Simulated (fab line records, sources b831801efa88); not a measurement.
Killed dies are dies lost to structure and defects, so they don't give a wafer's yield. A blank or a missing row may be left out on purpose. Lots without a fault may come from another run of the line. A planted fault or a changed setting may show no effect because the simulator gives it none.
Chamber matching | flow sky130 | SKY_VIA2_ETCH_15 on rie_diel-01: 4 sister chambers
The step etches SiO2 in C4F8/O2/Ar, stops on TiN, target depth 546 nm, time 85.76 s. 20 wafers are shown with their chamber, then 10 later ones without.

WAFERS WITH THEIR CHAMBER
wafer  | chamber | oes_product_au (a.u.)
L074.1 | 3       | 0.941
L074.3 | 1       | 0.938
L074.4 | 0       | 0.938
L078.2 | 3       | 0.941
L078.3 | 0       | 0.938
L078.4 | 1       | 0.945
L079.2 | 0       | 0.931
L079.3 | 1       | 0.939
L079.5 | 3       | 0.932
L081.1 | 0       | 0.942
L081.3 | 1       | 0.930
L081.6 | 0       | 0.949
L084.1 | 2       | 0.936
L084.4 | 0       | 0.942
L084.5 | 2       | 0.943
L087.2 | 3       | 0.939
L087.4 | 0       | 0.935
L087.6 | 1       | 0.938
L090.3 | 1       | 0.941
L090.5 | 0       | 0.942

SIGNATURES (means of the wafers above)
reading        | chamber 0 | chamber 1 | chamber 2 | chamber 3 | scatter within a chamber
oes_product_au | 0.93962   | 0.93850   | 0.93950   | 0.93825   | 0.00504
Rule: a wafer's distance from a chamber is the root of the sum, over the readings, of the square of ((its reading less the chamber's mean) divided by the reading's scatter). The wafer belongs to the nearest chamber; if the next one is less than 2 further off, it can't be placed. The scatter: the root of (the sum of the squares of (reading less its chamber's mean) over the shown wafers, divided by (wafers less chambers)).

WAFERS WITHOUT THEIR CHAMBER
wafer  | oes_product_au (a.u.)
L090.6 | 0.937
L095.1 | 0.944
L095.2 | 0.934
L095.3 | 0.937
L095.4 | 0.934
L095.5 | 0.931
L095.6 | 0.930
L096.1 | 0.939
L096.2 | 0.935
L096.4 | 0.930

WHICH CHAMBER EACH WENT THROUGH
wafer  | from the rows above               | in truth
L090.6 | can't be placed: 3 or 1 or 2 or 0 | 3
L095.1 | can't be placed: 0 or 2 or 1 or 3 | 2
L095.2 | can't be placed: 3 or 1 or 2 or 0 | 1
L095.3 | can't be placed: 3 or 1 or 2 or 0 | 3
L095.4 | can't be placed: 3 or 1 or 2 or 0 | 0
L095.5 | can't be placed: 3 or 1 or 2 or 0 | 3
L095.6 | can't be placed: 3 or 1 or 2 or 0 | 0
L096.1 | can't be placed: 1 or 2 or 0 or 3 | 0
L096.2 | can't be placed: 3 or 1 or 2 or 0 | 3
L096.4 | can't be placed: 3 or 1 or 2 or 0 | 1
Placed correctly: 0 of 10. Can't be placed from these rows: 10 (the true chamber is among the candidates in 10). Placed wrongly: 0.
